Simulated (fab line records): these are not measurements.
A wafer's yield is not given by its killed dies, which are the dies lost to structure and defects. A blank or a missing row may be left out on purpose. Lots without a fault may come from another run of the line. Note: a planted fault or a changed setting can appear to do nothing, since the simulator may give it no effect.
Comparing a struck lot with a sound one / flow sky130 / 15 steps out of a route of 708
Sound: these wafers, L207.3, L207.4, L207.5. Wafers L202.1, L202.3, L202.5 were the ones struck. The cause is given at the end.
Per side, at each step with rows, come the tool, then ch with its chambers, and then its first start. Under that, the readings that differ: sound wafers / struck wafers / difference of the means / sigmas: that difference in standard deviations of wafers without a fault.
alike: readings with means less than 2 such deviations apart, plus words and numbers identical on both sides. not compared: withheld readings, readings lacking a value on some wafer, bounds such as >300 that could conceal the same value, and numbers that have no deviation in the record and whose values overlap.
The two part at a step that has a row with sigmas, a row that says differs or no value, or rows on one side only. When numbers do not overlap yet have no deviation, they are printed without sigmas and do not part them. A reading missing from all wafers of one side parts the sides only when that side holds two or more wafers.

first, 2 steps without rows for these wafers: SKY_VT_ADJUST_LVTN_PEB_16; SKY_VT_ADJUST_LVTN_DEVELOP_17 (develop time 60 s).
SKY_VT_ADJUST_LVTN_OVL_MEAS_18:
  sound on overlay-02, day 11 08:45; struck on overlay-01, day 10 04:02
  alike: VT_ADJUST_LVTN_01_OVL
then, 1 step without rows for these wafers: SKY_VT_ADJUST_LVTN_IMPLANT_19.
SKY_VT_ADJUST_LVTN_STRIP_20: strips in O2/N2.
  sound on plasmaAsher-03 ch 0,1, day 11 08:57; struck on plasmaAsher-04 ch 0,1, day 10 04:13
  alike: drypumpMotorCurrentA, oesProductAu, stripTimeToEndpointS
  not compared: rfHoursCounterH
SKY_VT_ADJUST_LVTN_TW_MEAS_21:
  sound on filmMetro-03, day 11 09:02; struck on filmMetro-01, day 10 04:19
  alike: VT_ADJUST_LVTN_2_TW
then, 6 steps without rows for these wafers: SKY_VT_ADJUST_NCORE_DEHYDRATE_00 (time 60 s); SKY_VT_ADJUST_NCORE_HMDS_01 (prime time 60 s); SKY_VT_ADJUST_NCORE_COAT_02 (resist thk 1152 nm); SKY_VT_ADJUST_NCORE_SOFTBAKE_03 (time 60 s); SKY_VT_ADJUST_NCORE_EXPOSE_04 (exposes mask LVTN COMPLEMENT THIN, target cd 380 nm); SKY_VT_ADJUST_NCORE_PEB_05.
SKY_VT_ADJUST_NCORE_DEVELOP_06: develop time 60 s.
  sound on lithoTrack-01 ch 0, day 12 07:08; struck on lithoTrack-03 ch 0, day 11 02:26
  alike: chillPlateTempC
SKY_VT_ADJUST_NCORE_CD_MEAS_07: the cd target is 380 nm.
  sound on cdSem-02, day 12 07:17; struck on cdSem-01, day 11 02:52
reading=cdNm (nm); sound=381.2 378.5 380.9; struck=199.4 198.6 198.5; difference=-181.4; sigmas=-76
  not compared: hold
SKY_PAD_OPEN_PROBE_99:
  rows exist in the record for the sound wafers here (prober-02, day 48 21:11), none for the struck ones

== WHERE THEY PART ==
At SKY_VT_ADJUST_NCORE_CD_MEAS_07 first; at SKY_PAD_OPEN_PROBE_99 last (within this record only).

WHY: the cause the simulator had injected
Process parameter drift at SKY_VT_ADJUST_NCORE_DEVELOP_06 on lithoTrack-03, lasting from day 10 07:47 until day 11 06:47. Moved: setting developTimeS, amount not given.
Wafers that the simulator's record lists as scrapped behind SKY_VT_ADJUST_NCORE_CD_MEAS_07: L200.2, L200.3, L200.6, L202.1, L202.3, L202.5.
